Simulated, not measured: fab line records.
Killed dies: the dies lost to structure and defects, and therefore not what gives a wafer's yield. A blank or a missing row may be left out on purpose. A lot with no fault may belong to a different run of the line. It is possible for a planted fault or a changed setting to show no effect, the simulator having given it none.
fab line records + flow sky130
[record]
- lots = 6
- wafers = 18
- lastDay = 49
route steps=708 shown VT_ADJUST_NCORE@121 VT_ADJUST_HVTR@131 PAD_OPEN@708
lots that met no fault: taken from a fault-free run of the same line
startH: hours from the record's opening day to when the first of the lot's shown wafers began + waitH: hours elapsed since this lot's preceding step + " the same as in the row above + L1.1+2: a row that stands for several wafers + - value missing, or start not given + * or withheld: withheld + < > ~ a bound
route shown NAME@n: NAME is a module with steps in the file, n the number in the route of the first one + usual: mean/standard deviation of fault-free wafers + same: alike in all rows + chamber/n: place in a boat + sites: the reading at each site + _std_site: how widely they spread, as a standard deviation + _edge_site: outer sites' mean less inner sites' + radiusMm: how far each site lies from the wafer's centre + mask NAME#n: copy n + behind: the last tool/chamber to shape the wafer + hold: the reason the lot was held/the length of the hold in hours/how it ended + device: transistor that didn't switch, given as n, p or np + end of line: the same wafers' tests at the end of the route + step lacking rows: just its recipe + killed: count of dies lost to structure and defects at first sort (not the wafer's yield) + map: the dies of a wafer, with x for killed, . for not killed, _ for no die there
set.NAME: setting as actually run; set.NAME@STEP: the setting as run at that earlier step + model.NAME: the simulator's own value behind a step, which no gauge read
lots seen at some steps along the route; tables by step, rows by wafer
services: when a tool's chamber went out of use (startH, in hours from the record's first day, below 0 if earlier), for how many hours, and the reason
[[steps]]
[step SKY_VT_ADJUST_NCORE_COAT_02]
[recipe]
- resist = NOVOLAK
- spinRpm = 3000
- resistThkNm = 1140
[step SKY_VT_ADJUST_NCORE_SOFTBAKE_03]
[recipe]
- tempC = 90
- timeS = 60
- resist = NOVOLAK
[step SKY_VT_ADJUST_NCORE_EXPOSE_04]
[recipe]
- maskId = LVTN_COMPLEMENT_THIN
- na = 0.6
- sourceShape = conventional
- sigmaOuter = 0.6
- polarization = unpolarized
- targetCdNm = 380
- doseMj = 139
[step SKY_VT_ADJUST_NCORE_PEB_05]
[recipe]
- tempC = withheld
- timeS = *
- resist = NOVOLAK
[step SKY_VT_ADJUST_NCORE_DEVELOP_06]
[recipe]
- resist = NOVOLAK
- developer = TMAH
- developTimeS = 60
- devTempC = 23
[step SKY_VT_ADJUST_NCORE_CD_MEAS_07]
[recipe]
- targetCdNm = 380
[usual]
- cdNm = 380/3.2
| lot.wafer | tool     | chamber | startH | waitH | cdNm |
|-----------|----------|---------|--------|-------|------|
| L713.3    | cdSem-01 | -       | 203.35 | 0.1   | 378  |
| L713.4    | "        | -       | "      | "     | 380  |
| L713.6    | "        | -       | "      | "     | 379  |
| L715.3    | cdSem-01 | -       | 220.00 | 0.1   | 381  |
| L715.4    | "        | -       | "      | "     | 377  |
| L715.5    | "        | -       | "      | "     | 380  |
| L719.1    | cdSem-01 | -       | 255.95 | 0.1   | 375  |
| L719.4    | "        | -       | "      | "     | 375  |
| L719.5    | "        | -       | "      | "     | 375  |
| L718.2    | cdSem-01 | -       | 256.87 | 0.1   | 379  |
| L718.4    | "        | -       | "      | "     | 380  |
| L718.6    | "        | -       | "      | "     | 382  |
| L720.2    | cdSem-02 | -       | 257.08 | 0.1   | 380  |
| L720.3    | "        | -       | "      | "     | 382  |
| L720.5    | "        | -       | "      | "     | 380  |
| L726.3    | cdSem-01 | -       | 300.05 | 0.1   | 383  |
| L726.4    | "        | -       | "      | "     | 383  |
| L726.6    | "        | -       | "      | "     | 383  |
[step SKY_VT_ADJUST_NCORE_OVL_MEAS_08]
[usual]
- VT_ADJUST_NCORE_OVL = -0.1/1.4
| lot.wafer | tool       | chamber | startH | waitH | VT_ADJUST_NCORE_OVL[nm] |
|-----------|------------|---------|--------|-------|-------------------------|
| L713.3    | overlay-01 | -       | 203.44 | 0.1   | -0.6                    |
| L713.4    | "          | -       | "      | "     | -0.6                    |
| L713.6    | "          | -       | "      | "     | 1.2                     |
| L715.3    | overlay-02 | -       | 220.09 | 0.1   | -0.1                    |
| L715.4    | "          | -       | "      | "     | -2.1                    |
| L715.5    | "          | -       | "      | "     | -1.7                    |
| L719.1    | overlay-02 | -       | 256.07 | 0.1   | 1.9                     |
| L719.4    | "          | -       | "      | "     | 0.4                     |
| L719.5    | "          | -       | "      | "     | 0.6                     |
| L718.2    | overlay-01 | -       | 256.98 | 0.1   | -0.6                    |
| L718.4    | "          | -       | "      | "     | -2.7                    |
| L718.6    | "          | -       | "      | "     | -1.0                    |
| L720.2    | overlay-02 | -       | 257.19 | 0.1   | -0.9                    |
| L720.3    | "          | -       | "      | "     | -0.9                    |
| L720.5    | "          | -       | "      | "     | -1.3                    |
| L726.3    | overlay-01 | -       | 300.14 | 0.1   | -0.7                    |
| L726.4    | "          | -       | "      | "     | 0.7                     |
| L726.6    | "          | -       | "      | "     | 1.5                     |
[step SKY_VT_ADJUST_NCORE_IMPLANT_09]
[recipe]
- species = B
- energyKev = 10
- doseCm2 = 2.4e+12
- tiltDeg = withheld
[step SKY_VT_ADJUST_NCORE_STRIP_10]
[recipe]
- chemistry = O2/N2
- powerW = 1400
- pressureMtorr = 1500
- platenTempC = withheld
- o2FlowSccm = 3000
- n2FlowSccm = 300
- overashFraction = 0.5
[usual]
- drypumpMotorCurrentA = 5.70/0.25
- n2FlowSccm = 300.0/0.89
- oesProductAu = 0.715/0.0045
- stripTimeToEndpointS = 14.18/0.041
| lot.wafer | tool           | chamber | startH | waitH | drypumpMotorCurrentA | n2FlowSccm | oesProductAu | rfHoursCounterH | stripTimeToEndpointS |
|-----------|----------------|---------|--------|-------|----------------------|------------|--------------|-----------------|----------------------|
| L713.3    | plasmaAsher-03 | 1       | 203.64 | 0.1   | 5.53                 | 300.3      | 0.711        | -               | 14.18                |
| L713.4    | "              | 0       | "      | "     | 6.06                 | 298.9      | 0.711        | -               | 14.15                |
| L713.6    | "              | 0       | "      | "     | 6.06                 | 299.0      | 0.712        | -               | 14.20                |
| L715.3    | plasmaAsher-01 | 0       | 220.30 | 0.1   | 5.45                 | 300.2      | 0.719        | -               | 14.12                |
| L715.4    | "              | 1       | "      | "     | 6.00                 | 301.1      | 0.716        | -               | 14.13                |
| L715.5    | "              | 0       | "      | "     | 5.43                 | 300.6      | 0.718        | -               | 14.11                |
| L719.1    | plasmaAsher-02 | 1       | 256.26 | 0.1   | 5.75                 | 299.0      | 0.713        | 57              | 14.24                |
| L719.4    | "              | 0       | "      | "     | 5.45                 | 301.0      | 0.707        | -               | 14.21                |
| L719.5    | "              | 1       | "      | "     | 5.73                 | 300.6      | 0.720        | -               | 14.26                |
| L718.2    | plasmaAsher-01 | 1       | 257.16 | 0.1   | 6.02                 | 300.1      | 0.712        | 54              | 14.17                |
| L718.4    | "              | 0       | "      | "     | 5.44                 | 300.6      | 0.716        | -               | 14.19                |
| L718.6    | "              | 1       | "      | "     | 6.02                 | 299.5      | 0.709        | -               | 14.17                |
| L720.2    | plasmaAsher-02 | 1       | 257.37 | 0.1   | 5.73                 | 299.1      | 0.716        | 57              | 14.18                |
| L720.3    | "              | 0       | "      | "     | 5.45                 | 299.0      | 0.717        | -               | 14.23                |
| L720.5    | "              | 0       | "      | "     | 5.44                 | 299.4      | 0.718        | -               | 14.18                |
| L726.3    | plasmaAsher-02 | 0       | 300.35 | 0.1   | 5.45                 | 300.6      | 0.712        | -               | 14.16                |
| L726.4    | "              | 1       | "      | "     | 5.74                 | 300.0      | 0.713        | -               | 14.10                |
| L726.6    | "              | 0       | "      | "     | 5.45                 | 299.2      | 0.719        | -               | 14.17                |
[step SKY_VT_ADJUST_NCORE_TW_MEAS_11]
[usual]
- VT_ADJUST_NCORE_TW = 218.6/2.3
| lot.wafer | tool         | chamber | startH | waitH | VT_ADJUST_NCORE_TW |
|-----------|--------------|---------|--------|-------|--------------------|
| L713.3    | filmMetro-01 | -       | 203.73 | 0.1   | 217.5              |
| L713.4    | "            | -       | "      | "     | 217.8              |
| L713.6    | "            | -       | "      | "     | 217.4              |
| L715.3    | filmMetro-04 | -       | 220.39 | 0.1   | 216.4              |
| L715.4    | "            | -       | "      | "     | 214.8              |
| L715.5    | "            | -       | "      | "     | 216.3              |
| L719.1    | filmMetro-01 | -       | 256.36 | 0.1   | 217.2              |
| L719.4    | "            | -       | "      | "     | 219.4              |
| L719.5    | "            | -       | "      | "     | 219.4              |
| L718.2    | filmMetro-04 | -       | 257.27 | 0.1   | 215.9              |
| L718.4    | "            | -       | "      | "     | 216.3              |
| L718.6    | "            | -       | "      | "     | 217.3              |
| L720.2    | filmMetro-01 | -       | 257.48 | 0.1   | 219.5              |
| L720.3    | "            | -       | "      | "     | 219.0              |
| L720.5    | "            | -       | "      | "     | 218.5              |
| L726.3    | filmMetro-04 | -       | 300.44 | 0.1   | 216.6              |
| L726.4    | "            | -       | "      | "     | 216.9              |
| L726.6    | "            | -       | "      | "     | 218.0              |
[step SKY_VT_ADJUST_HVTR_DEHYDRATE_00]
[recipe]
- tempC = 200
- timeS = 60
[step SKY_VT_ADJUST_HVTR_HMDS_01]
[recipe]
- primeTimeS = 60
- primeTempC = 120
[step SKY_VT_ADJUST_HVTR_COAT_02]
[recipe]
- resist = NOVOLAK
- spinRpm = 3000
- resistThkNm = 1140
[usual]
- exhaustPa = 45.3/0.88
- spinSpeedRpm = 3000.3/1.7
| lot.wafer | tool          | chamber | startH | waitH | exhaustPa | spinSpeedRpm | model.NOVOLAK_of_VT_ADJUST_HVTR_COAT_02.thkNm |
|-----------|---------------|---------|--------|-------|-----------|--------------|-----------------------------------------------|
| L713.3    | lithoTrack-01 | 0       | 214.76 | 0.1   | 45.2      | 2998.3       | 1138                                          |
| L713.4    | "             | 0       | "      | "     | 45.1      | 2999.1       | 1136                                          |
| L713.6    | "             | 0       | "      | "     | 45.6      | 2999.2       | 1138                                          |
| L715.3    | lithoTrack-03 | 0       | 230.81 | 0.1   | 44.0      | 3003.1       | 1138                                          |
| L715.4    | "             | 0       | "      | "     | 45.4      | 2999.9       | 1140                                          |
| L715.5    | "             | 0       | "      | "     | 45.2      | 3001.8       | 1136                                          |
| L719.1    | lithoTrack-03 | 0       | 268.21 | 0.1   | 45.2      | 3168.7       | 1111                                          |
| L719.4    | "             | 0       | "      | "     | 45.3      | 3166.8       | 1113                                          |
| L719.5    | "             | 0       | "      | "     | 45.3      | 3169.3       | 1111                                          |
| L718.2    | lithoTrack-03 | 0       | 269.19 | 0.1   | 43.8      | 3164.2       | 1106                                          |
| L718.4    | "             | 0       | "      | "     | 45.2      | 3167.9       | 1109                                          |
| L718.6    | "             | 0       | "      | "     | 45.2      | 3167.0       | 1106                                          |
| L720.2    | lithoTrack-02 | 0       | 269.33 | 0.1   | 44.1      | 2997.8       | 1142                                          |
| L720.3    | "             | 0       | "      | "     | 45.0      | 3001.9       | 1140                                          |
| L720.5    | "             | 0       | "      | "     | 45.7      | 3001.8       | 1138                                          |
| L726.3    | lithoTrack-01 | 0       | 313.31 | 0.1   | 44.3      | 3001.0       | 1137                                          |
| L726.4    | "             | 0       | "      | "     | 44.8      | 3004.4       | 1139                                          |
| L726.6    | "             | 0       | "      | "     | 46.1      | 2998.8       | 1140                                          |
[step SKY_VT_ADJUST_HVTR_SOFTBAKE_03]
[recipe]
- tempC = 90
- timeS = 60
- resist = NOVOLAK
[step SKY_VT_ADJUST_HVTR_EXPOSE_04]
[recipe]
- maskId = HVTRM
- targetCdNm = 380
- na = 0.6
- sourceShape = conventional
- sigmaOuter = 0.6
- doseMj = 150
[step SKY_VT_ADJUST_HVTR_PEB_05]
[recipe]
- tempC = withheld
- timeS = *
- resist = NOVOLAK
[step SKY_VT_ADJUST_HVTR_DEVELOP_06]
[recipe]
- developTimeS = 60
- devTempC = 23
[usual]
- exhaustPa = 44.8/0.88
| lot.wafer | tool          | chamber | startH | waitH | exhaustPa | model.NOVOLAK_of_VT_ADJUST_HVTR_COAT_02.thkNm |
|-----------|---------------|---------|--------|-------|-----------|-----------------------------------------------|
| L713.3    | lithoTrack-01 | 0       | 225.66 | 0.1   | 45.1      | 1138                                          |
| L713.4    | "             | 0       | "      | "     | 44.9      | 1135                                          |
| L713.6    | "             | 0       | "      | "     | 46.1      | 1138                                          |
| L715.3    | lithoTrack-03 | 0       | 242.41 | 0.1   | 42.9      | 1138                                          |
| L715.4    | "             | 0       | "      | "     | 44.2      | 1139                                          |
| L715.5    | "             | 0       | "      | "     | 43.1      | 1136                                          |
| L719.1    | lithoTrack-02 | 0       | 279.90 | 0.1   | 43.5      | 1111                                          |
| L719.4    | "             | 0       | "      | "     | 44.7      | 1113                                          |
| L719.5    | "             | 0       | "      | "     | 44.1      | 1111                                          |
| L718.2    | lithoTrack-02 | 0       | 280.88 | 0.1   | 44.1      | 1106                                          |
| L718.4    | "             | 0       | "      | "     | 44.4      | 1108                                          |
| L718.6    | "             | 0       | "      | "     | 42.6      | 1106                                          |
| L720.2    | lithoTrack-03 | 0       | 281.04 | 0.1   | 45.5      | 1141                                          |
| L720.3    | "             | 0       | "      | "     | 45.0      | 1140                                          |
| L720.5    | "             | 0       | "      | "     | 44.0      | 1138                                          |
| L726.3    | lithoTrack-01 | 0       | 326.51 | 0.1   | 44.0      | 1137                                          |
| L726.4    | "             | 0       | "      | "     | 43.7      | 1139                                          |
| L726.6    | "             | 0       | "      | "     | 44.5      | 1140                                          |
[step SKY_VT_ADJUST_HVTR_CD_MEAS_07]
[recipe]
- targetCdNm = 380
[usual]
- cdNm = 380.3/2.4
| lot.wafer | tool     | chamber | startH | waitH | cdNm  |
|-----------|----------|---------|--------|-------|-------|
| L713.3    | cdSem-02 | -       | 225.82 | 0.1   | 379.8 |
| L713.4    | "        | -       | "      | "     | 379.2 |
| L713.6    | "        | -       | "      | "     | 378.7 |
| L715.3    | cdSem-02 | -       | 242.55 | 0.1   | 380.4 |
| L715.4    | "        | -       | "      | "     | 379.8 |
| L715.5    | "        | -       | "      | "     | 378.1 |
| L719.1    | cdSem-01 | -       | 280.05 | 0.1   | 385.9 |
| L719.4    | "        | -       | "      | "     | 382.4 |
| L719.5    | "        | -       | "      | "     | 386.1 |
| L718.2    | cdSem-02 | -       | 281.02 | 0.1   | 386.4 |
| L718.4    | "        | -       | "      | "     | 386.6 |
| L718.6    | "        | -       | "      | "     | 384.5 |
| L720.2    | cdSem-01 | -       | 281.18 | 0.1   | 385.1 |
| L720.3    | "        | -       | "      | "     | 384.3 |
| L720.5    | "        | -       | "      | "     | 382.4 |
| L726.3    | cdSem-02 | -       | 326.65 | 0.1   | 380.0 |
| L726.4    | "        | -       | "      | "     | 381.3 |
| L726.6    | "        | -       | "      | "     | 379.5 |
[step SKY_VT_ADJUST_HVTR_OVL_MEAS_08]
[usual]
- VT_ADJUST_HVTR_OVL = 0.2/1.4
| lot.wafer | tool       | chamber | startH | waitH | VT_ADJUST_HVTR_OVL[nm] |
|-----------|------------|---------|--------|-------|------------------------|
| L713.3    | overlay-02 | -       | 225.91 | 0.1   | 0.8                    |
| L713.4    | "          | -       | "      | "     | 0.6                    |
| L713.6    | "          | -       | "      | "     | 1.7                    |
| L715.3    | overlay-01 | -       | 242.64 | 0.1   | -0.2                   |
| L715.4    | "          | -       | "      | "     | -0.5                   |
| L715.5    | "          | -       | "      | "     | -0.1                   |
| L719.1    | overlay-02 | -       | 280.17 | 0.1   | -0.1                   |
| L719.4    | "          | -       | "      | "     | 2.3                    |
| L719.5    | "          | -       | "      | "     | 2.0                    |
| L718.2    | overlay-01 | -       | 281.13 | 0.1   | 0.7                    |
| L718.4    | "          | -       | "      | "     | 0.4                    |
| L718.6    | "          | -       | "      | "     | 0.6                    |
| L720.2    | overlay-02 | -       | 281.29 | 0.1   | 1.7                    |
| L720.3    | "          | -       | "      | "     | 1.3                    |
| L720.5    | "          | -       | "      | "     | 1.3                    |
| L726.3    | overlay-01 | -       | 326.74 | 0.1   | 1.9                    |
| L726.4    | "          | -       | "      | "     | 0.3                    |
| L726.6    | "          | -       | "      | "     | -2.3                   |
[step SKY_VT_ADJUST_HVTR_IMPLANT_09]
[recipe]
- species = B
- energyKev = 10
- doseCm2 = 2.1e+12
- tiltDeg = withheld
[step SKY_VT_ADJUST_HVTR_STRIP_10]
[recipe]
- chemistry = O2/N2
- powerW = 1400
- pressureMtorr = 1500
- platenTempC = withheld
- o2FlowSccm = 3000
- n2FlowSccm = 300
- overashFraction = 0.5
[usual]
- drypumpMotorCurrentA = 5.4/0.47
- n2FlowSccm = 300.1/0.87
- oesProductAu = 0.715/0.0042
- stripTimeToEndpointS = 14.18/0.047
| lot.wafer | tool           | chamber | startH | waitH | drypumpMotorCurrentA | n2FlowSccm | oesProductAu | rfHoursCounterH | stripTimeToEndpointS |
|-----------|----------------|---------|--------|-------|----------------------|------------|--------------|-----------------|----------------------|
| L713.3    | plasmaAsher-03 | 0       | 226.12 | 0.1   | 6.1                  | 301.3      | 0.716        | -               | 14.16                |
| L713.4    | "              | 1       | "      | "     | 5.6                  | 299.8      | 0.709        | -               | 14.13                |
| L713.6    | "              | 1       | "      | "     | 5.6                  | 300.4      | 0.708        | -               | 14.16                |
| L715.3    | plasmaAsher-01 | 1       | 242.85 | 0.1   | 6.0                  | 299.5      | 0.714        | -               | 14.15                |
| L715.4    | "              | 0       | "      | "     | 5.4                  | 299.2      | 0.717        | -               | 14.16                |
| L715.5    | "              | 0       | "      | "     | 5.5                  | 302.0      | 0.717        | -               | 14.14                |
| L719.1    | plasmaAsher-04 | 1       | 280.36 | 0.1   | 4.7                  | 299.0      | 0.712        | 17              | 13.84                |
| L719.4    | "              | 0       | "      | "     | 5.2                  | 300.9      | 0.715        | -               | 13.87                |
| L719.5    | "              | 0       | "      | "     | 5.2                  | 301.3      | 0.714        | -               | 13.85                |
| L718.2    | plasmaAsher-03 | 0       | 281.31 | 0.1   | 6.0                  | 300.0      | 0.704        | 46              | 13.78                |
| L718.4    | "              | 1       | "      | "     | 5.6                  | 300.0      | 0.717        | -               | 13.82                |
| L718.6    | "              | 1       | "      | "     | 5.6                  | 299.0      | 0.719        | -               | 13.79                |
| L720.2    | plasmaAsher-01 | 0       | 281.47 | 0.1   | 5.4                  | 298.7      | 0.721        | 56              | 14.20                |
| L720.3    | "              | 1       | "      | "     | 6.0                  | 300.6      | 0.714        | -               | 14.16                |
| L720.5    | "              | 0       | "      | "     | 5.4                  | 298.4      | 0.713        | -               | 14.15                |
| L726.3    | plasmaAsher-04 | 0       | 326.95 | 0.1   | 5.2                  | 297.6      | 0.714        | -               | 14.15                |
| L726.4    | "              | 1       | "      | "     | 4.7                  | 300.7      | 0.712        | -               | 14.16                |
| L726.6    | "              | 1       | "      | "     | 4.7                  | 299.3      | 0.718        | -               | 14.18                |
[step SKY_VT_ADJUST_HVTR_TW_MEAS_11]
[usual]
- VT_ADJUST_HVTR_TW = 210.1/1.4
| lot.wafer | tool         | chamber | startH | waitH | VT_ADJUST_HVTR_TW |
|-----------|--------------|---------|--------|-------|-------------------|
| L713.3    | filmMetro-01 | -       | 226.21 | 0.1   | 211.6             |
| L713.4    | "            | -       | "      | "     | 210.9             |
| L713.6    | "            | -       | "      | "     | 211.6             |
| L715.3    | filmMetro-02 | -       | 242.94 | 0.1   | 212.7             |
| L715.4    | "            | -       | "      | "     | 212.5             |
| L715.5    | "            | -       | "      | "     | 212.0             |
| L719.1    | filmMetro-04 | -       | 280.46 | 0.1   | 209.1             |
| L719.4    | "            | -       | "      | "     | 209.0             |
| L719.5    | "            | -       | "      | "     | 209.0             |
| L718.2    | filmMetro-04 | -       | 281.42 | 0.1   | 210.2             |
| L718.4    | "            | -       | "      | "     | 208.9             |
| L718.6    | "            | -       | "      | "     | 208.2             |
| L720.2    | filmMetro-01 | -       | 281.58 | 0.1   | 210.6             |
| L720.3    | "            | -       | "      | "     | 210.2             |
| L720.5    | "            | -       | "      | "     | 210.4             |
| L726.3    | filmMetro-04 | -       | 327.04 | 0.1   | 209.7             |
| L726.4    | "            | -       | "      | "     | 207.7             |
| L726.6    | "            | -       | "      | "     | 209.5             |
[step SKY_PAD_OPEN_PROBE_99]
[usual]
- killed_at_M0_to_M3 = 42/6.6
- killed_at_M4_up = 3.0/1.8
- killedAtContacts = 25/5.1
- killedAtFrontEnd = 15/4.4
- killedAtOther = 0.3/0.56
- killedDies = 86/8.6
- killedOpen = 47/6.9
- killedShort = 38/6
[same]
- grossDies = 492
- killedAtBackSide = 0
| lot.wafer | tool      | chamber | startH  | waitH | killed_at_M0_to_M3 | killed_at_M4_up | killedAtContacts | killedAtFrontEnd | killedAtOther | killedDies | killedOpen | killedShort |
|-----------|-----------|---------|---------|-------|--------------------|-----------------|------------------|------------------|---------------|------------|------------|-------------|
| L713.3    | prober-01 | -       | 1097.67 | 0.2   | 46                 | 2               | 27               | 13               | 1             | 89         | 52         | 37          |
| L713.4    | prober-01 | -       | 1097.72 | 0.2   | 57                 | 2               | 21               | 15               | 0             | 95         | 57         | 37          |
| L713.6    | prober-01 | -       | 1097.82 | 0.2   | 41                 | 3               | 18               | 17               | 0             | 79         | 46         | 33          |
| L715.3    | prober-01 | -       | 1107.28 | 0.2   | 51                 | 6               | 17               | 23               | 0             | 97         | 56         | 41          |
| L715.4    | prober-01 | -       | 1107.33 | 0.2   | 45                 | 4               | 20               | 22               | 0             | 91         | 54         | 37          |
| L715.5    | prober-01 | -       | 1107.38 | 0.2   | 42                 | 0               | 24               | 15               | 0             | 81         | 49         | 32          |
| L720.2    | prober-02 | -       | 1143.58 | 0.1   | 30                 | 2               | 31               | 21               | 0             | 84         | 45         | 39          |
| L720.3    | prober-02 | -       | 1143.63 | 0.2   | 45                 | 4               | 25               | 11               | 0             | 85         | 47         | 37          |
| L720.5    | prober-02 | -       | 1143.73 | 0.2   | 46                 | 1               | 30               | 11               | 0             | 88         | 49         | 39          |
| L719.1    | prober-01 | -       | 1144.61 | 0.1   | 46                 | 2               | 26               | 15               | 0             | 89         | 38         | 51          |
| L719.4    | prober-01 | -       | 1144.76 | 0.2   | 41                 | 0               | 25               | 17               | 2             | 85         | 43         | 41          |
| L719.5    | prober-01 | -       | 1144.81 | 0.2   | 43                 | 4               | 27               | 16               | 0             | 90         | 54         | 36          |
| L718.2    | prober-02 | -       | 1145.31 | 0.1   | 34                 | 7               | 26               | 20               | 0             | 87         | 53         | 34          |
| L718.4    | prober-02 | -       | 1145.41 | 0.2   | 42                 | 4               | 29               | 14               | 1             | 90         | 54         | 36          |
| L718.6    | prober-02 | -       | 1145.51 | 0.2   | 49                 | 2               | 22               | 11               | 1             | 85         | 44         | 40          |
| L726.3    | prober-02 | -       | 1168.18 | 0.2   | 32                 | 5               | 19               | 12               | 0             | 68         | 37         | 31          |
| L726.4    | prober-02 | -       | 1168.23 | 0.2   | 46                 | 8               | 29               | 18               | 0             | 101        | 57         | 44          |
| L726.6    | prober-02 | -       | 1168.33 | 0.2   | 41                 | 3               | 30               | 14               | 1             | 89         | 54         | 35          |
// killed by level:class
L713.3 CONTACT:geometricParticle:open=10 VIA3:geometricParticle:open=10 VIA2:geometricParticle:open=8 VIA1:geometricParticle:open=7 LI_CONTACT:geometricParticle:open=6 VIA1:geometricParticle:short=5 METAL3:geometricParticle:short=5 LOCAL_INTERCONNECT:geometricParticle:short=4
L713.4 VIA2:geometricParticle:open=14 VIA1:geometricParticle:open=11 VIA3:geometricParticle:open=9 CONTACT:geometricParticle:open=7 POLY_GATE:geometricParticle:open=6 LOCAL_INTERCONNECT:geometricParticle:short=5 METAL2:geometricParticle:short=5 METAL3:geometricParticle:short=5
L713.6 LI_CONTACT:geometricParticle:open=11 VIA1:geometricParticle:open=9 POLY_GATE:geometricParticle:open=6 VIA1:geometricParticle:short=6 VIA2:geometricParticle:open=6 VIA3:geometricParticle:short=6 FIELD_ISO:geometricParticle:open=5 METAL3:geometricParticle:short=4
L715.3 VIA1:geometricParticle:open=10 VIA2:geometricParticle:open=9 VIA3:geometricParticle:open=9 CONTACT:geometricParticle:open=6 METAL2:geometricParticle:short=6 METAL4:geometricParticle:short=5 FIELD_ISO:geometricParticle:open=4 POLY_GATE:geometricParticle:open=4
L715.4 VIA1:geometricParticle:open=17 VIA1:geometricParticle:short=8 CONTACT:geometricParticle:open=6 FIELD_ISO:geometricParticle:open=5 VIA3:geometricParticle:open=5 LI_CONTACT:geometricParticle:open=5 POLY_GATE:geometricParticle:open=4 METAL1:geometricParticle:open=4
L715.5 LI_CONTACT:geometricParticle:open=11 VIA1:geometricParticle:open=10 CONTACT:geometricParticle:open=8 METAL2:geometricParticle:short=8 VIA2:geometricParticle:open=6 METAL1:geometricParticle:short=6 VIA1:geometricParticle:short=5 FIELD_ISO:geometricParticle:open=4
L720.2 VIA1:geometricParticle:open=10 CONTACT:geometricParticle:open=8 FIELD_ISO:geometricParticle:short=7 CONTACT:geometricParticle:short=7 POLY_GATE:geometricParticle:open=6 POLY_GATE:geometricParticle:short=5 LI_CONTACT:geometricParticle:short=5 LOCAL_INTERCONNECT:geometricParticle:short=5
L720.3 VIA1:geometricParticle:open=11 CONTACT:geometricParticle:open=9 VIA2:geometricParticle:open=7 VIA3:geometricParticle:open=7 LOCAL_INTERCONNECT:geometricParticle:short=5 METAL1:geometricParticle:short=5 POLY_GATE:geometricParticle:short=4 METAL4:geometricParticle:short=4
L720.5 VIA2:geometricParticle:open=11 CONTACT:geometricParticle:open=9 LOCAL_INTERCONNECT:geometricParticle:short=9 VIA1:geometricParticle:short=8 LI_CONTACT:geometricParticle:open=7 VIA1:geometricParticle:open=7 POLY_GATE:geometricParticle:open=6 METAL2:geometricParticle:short=5
L719.1 METAL1:geometricParticle:short=9 CONTACT:geometricParticle:short=7 LI_CONTACT:geometricParticle:open=6 VIA1:geometricParticle:open=6 LOCAL_INTERCONNECT:geometricParticle:short=6 VIA3:geometricParticle:open=6 METAL2:geometricParticle:short=6 CONTACT:geometricParticle:open=5
L719.4 LI_CONTACT:geometricParticle:open=9 VIA2:geometricParticle:open=7 CONTACT:geometricParticle:short=6 VIA1:geometricParticle:open=6 METAL2:geometricParticle:short=6 VIA3:geometricParticle:open=6 FIELD_ISO:geometricParticle:open=5 FIELD_ISO:geometricParticle:short=5
L719.5 VIA1:geometricParticle:open=14 LI_CONTACT:geometricParticle:open=11 VIA3:geometricParticle:open=6 LOCAL_INTERCONNECT:geometricParticle:short=6 CONTACT:geometricParticle:open=6 FIELD_ISO:geometricParticle:short=5 FIELD_ISO:geometricParticle:open=5 VIA2:geometricParticle:short=5
L718.2 VIA1:geometricParticle:open=15 FIELD_ISO:geometricParticle:open=9 CONTACT:geometricParticle:open=9 METAL4:geometricParticle:short=7 FIELD_ISO:geometricParticle:short=6 LI_CONTACT:geometricParticle:open=5 VIA2:geometricParticle:open=5 CONTACT:geometricParticle:short=4
L718.4 CONTACT:geometricParticle:open=12 VIA3:geometricParticle:open=11 LI_CONTACT:geometricParticle:open=8 VIA1:geometricParticle:open=7 METAL2:geometricParticle:short=7 CONTACT:geometricParticle:short=5 SPACER:geometricParticle:short=4 FIELD_ISO:geometricParticle:open=3
L718.6 CONTACT:geometricParticle:open=10 VIA3:geometricParticle:open=8 VIA1:geometricParticle:short=8 VIA1:geometricParticle:open=7 METAL2:geometricParticle:short=6 VIA2:geometricParticle:open=5 LI_CONTACT:geometricParticle:open=4 CONTACT:geometricParticle:short=4
L726.3 LI_CONTACT:geometricParticle:open=8 VIA1:geometricParticle:short=8 VIA1:geometricParticle:open=8 CONTACT:geometricParticle:open=7 METAL2:geometricParticle:short=5 FIELD_ISO:geometricParticle:short=4 VIA2:geometricParticle:open=4 FIELD_ISO:geometricParticle:open=3
L726.4 VIA1:geometricParticle:open=10 CONTACT:geometricParticle:open=9 VIA2:geometricParticle:open=9 POLY_GATE:geometricParticle:open=8 CONTACT:geometricParticle:short=7 VIA3:geometricParticle:open=7 METAL1:geometricParticle:short=7 LI_CONTACT:geometricParticle:short=6
L726.6 CONTACT:geometricParticle:open=18 METAL2:geometricParticle:short=8 FIELD_ISO:geometricParticle:open=7 LI_CONTACT:geometricParticle:open=6 VIA1:geometricParticle:open=6 METAL1:geometricParticle:short=5 VIA2:geometricParticle:open=5 VIA3:geometricParticle:short=5
[[services]]
| tool           | chamber | startH | hours | kind                     |
|----------------|---------|--------|-------|--------------------------|
| lithoTrack-02  | -       | 180.47 | -     | consumableReplace:filter |
| plasmaAsher-03 | -       | 306.46 | 2.3   | repair                   |
| plasmaAsher-03 | -       | 320.00 | 4.3   | repair                   |
[[key]]
[firstSign]
- step = SKY_VT_ADJUST_HVTR_COAT_02
- reading = spinSpeedRpm
- direction = up
- sigmas = 97
- usual = 3000.3
- struck = 3167.3
[effect]
- step = SKY_VT_ADJUST_HVTR_CD_MEAS_07
- reading = cdNm
- direction = up
- sigmas = 2.1
- usual = 380.3
- struck = 385.3
[effect]
- step = SKY_VT_ADJUST_HVTR_STRIP_10
- reading = stripTimeToEndpointS
- direction = down
- sigmas = 7.6
- usual = *
- struck = *
[modelEffect]
- step = SKY_VT_ADJUST_HVTR_COAT_02
- value = NOVOLAK_of_VT_ADJUST_HVTR_COAT_02.thkNm
- without = 1140
- struck = 1110
[modelEffect]
- step = SKY_VT_ADJUST_HVTR_DEVELOP_06
- value = NOVOLAK_of_VT_ADJUST_HVTR_COAT_02.thkNm
- without = 1140
- struck = 1109
metAt SKY_VT_ADJUST_HVTR_COAT_02
struckWafers L718.2,L718.4,L718.6,L719.1,L719.4,L719.5
testerLeftOut L718,L719
onsetBetween 230.81 268.21
[fault]
- kind = processParameterDrift
- tool = lithoTrack-03
- chamber = -
- onsetH = 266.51
- steps = SKY_VT_ADJUST_HVTR_COAT_02
- channel = spinRpm
- offset = 169.06
- shape = step
- endH = 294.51
- actsIn = theseRecipesOnly
- stated = 3000
// testerLeftOut: of these lots the tester's yield and bins aren't shown, on N5 and GAA mostly nor the transistor test; their killed dies are dies lost to structure and defects alone, not to doping, threshold or leakage, so they don't give the yield
